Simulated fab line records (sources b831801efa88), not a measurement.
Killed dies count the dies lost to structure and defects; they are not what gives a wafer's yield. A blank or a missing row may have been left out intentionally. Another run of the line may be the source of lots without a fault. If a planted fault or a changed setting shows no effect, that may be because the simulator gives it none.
A struck lot beside a sound one -- flow sky130 -- 15 steps out of a route of 708
Sound: wafers L218.1, L218.3, L218.5. Struck: wafers L224.3, L224.6 (left out: L224.5, a lot-mate that was not struck); the cause follows at the end.
Each step with rows lists, per side, the tool, then ch with its chambers, then its first start. Under that, the readings that differ: sound wafers -- struck wafers -- difference of the means -- sigmas: that difference in standard deviations of wafers without a fault.
alike: readings with means less than 2 such deviations apart, plus words and numbers identical on both sides. not compared: withheld readings, readings lacking a value on some wafer, bounds such as >300 that could conceal the same value, and numbers that have no deviation in the record and whose values overlap.
Wherever a step has rows on one side only, a row that says differs or no value, or a row with sigmas, the two part there. Numbers that have no deviation but don't overlap get no sigmas and don't part them. A reading missing from all wafers of one side parts the sides only when that side holds two or more wafers.

first, 8 steps without rows for these wafers: SKY_POLY_GATE_DEHYDRATE_05 (time 60 s); SKY_POLY_GATE_HMDS_06 (prime time 60 s); SKY_POLY_GATE_COAT_07 (resist thk 110 nm); SKY_POLY_GATE_COAT_08 (resist thk 450 nm); SKY_POLY_GATE_SOFTBAKE_09 (time 90 s); SKY_POLY_GATE_EXPOSE_10 (exposes mask P1M, target cd 150 nm); SKY_POLY_GATE_PEB_11; SKY_POLY_GATE_DEVELOP_12 (develop time 60 s).
SKY_POLY_GATE_CD_MEAS_13 targets a cd of 150 nm.
  sound on cd_sem-02 at day 19 08:13; struck on cd_sem-02 at day 21 13:23
  alike: cd_nm
SKY_POLY_GATE_OVL_MEAS_14:
  sound on overlay-01 at day 19 08:20; struck on overlay-01 at day 21 13:29
  alike: POLY_GATE_OVL
SKY_POLY_GATE_ETCH_15: etches BARC in N2/H2, stops on SiO2, time 118.5 s, target depth 110 nm.
  sound on rie_diel-03 ch 0,2,3, day 19 08:22; struck on rie_diel-01 ch 0, day 21 13:31
  alike: drypump_motor_current_A, oes_product_au, throttle_valve_pct
  not compared: rf_hours_counter_h
SKY_POLY_GATE_ETCH_16: etches Si3N4 in CH3F/O2, stops on poly-Si, time 147.5 s, target depth 75 nm.
  sound on rie_diel-03 ch 0,2,3, day 19 08:26; struck on rie_diel-01 ch 0, day 21 13:35
  alike: drypump_motor_current_A, oes_product_au, throttle_valve_pct
  not compared: rf_hours_counter_h
SKY_POLY_GATE_ETCH_17: etches poly-Si in HBr/Cl2, stops on SiO2, target depth 180 nm, time 70.5 s.
  sound on rie_si-01 ch 0,1,3, day 19 08:32; struck on rie_si-01 ch 0,2, day 21 13:41
reading,sound,struck,difference,sigmas
oes_product_au (a.u.),0.971 0.987 0.991,0.747 0.741,-0.239,-35
model.POLY_GATE.feature_depth_nm (nm),177.1 179.5 180.2,116.6 118,-61.6,
model.etch.depth_nm (nm),177.1 179.5 180.2,116.6 118,-61.6,
model.KrF-thick_of_POLY_GATE_COAT_08.thk_nm (nm),139.8 140.6 139.7,174.3 172.9,+33.6,
  alike: HBr_flow_sccm, drypump_motor_current_A, throttle_valve_pct
  not compared: rf_hours_counter_h
SKY_POLY_GATE_STRIP_18: strips in O2/N2.
  sound on plasma_asher-01 ch 1, day 19 08:36; struck on plasma_asher-03 ch 0, day 21 13:47
reading,sound,struck,difference,sigmas
drypump_motor_current_A (A),5.4 5.4 5.4,6.4 6.4,+1.0,+2
oes_product_au (a.u.),0.361 0.359 0.358,0.372 0.379,+0.016,+4
strip_time_to_endpoint_s (s),3.17 3.16 3.16,3.54 3.53,+0.37,+11
  not compared: rf_hours_counter_h
then, 1 step without rows for these wafers: SKY_POLY_GATE_CLEAN_19 (cleans in SC1/SC2, time 150 s).

## WHERE THEY PART
At SKY_POLY_GATE_ETCH_17 first; at SKY_POLY_GATE_STRIP_18 last (within this record only).

WHY: whatever the simulator had introduced
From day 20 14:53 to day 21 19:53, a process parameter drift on rie_si-01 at SKY_POLY_GATE_ETCH_17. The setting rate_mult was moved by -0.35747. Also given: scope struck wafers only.
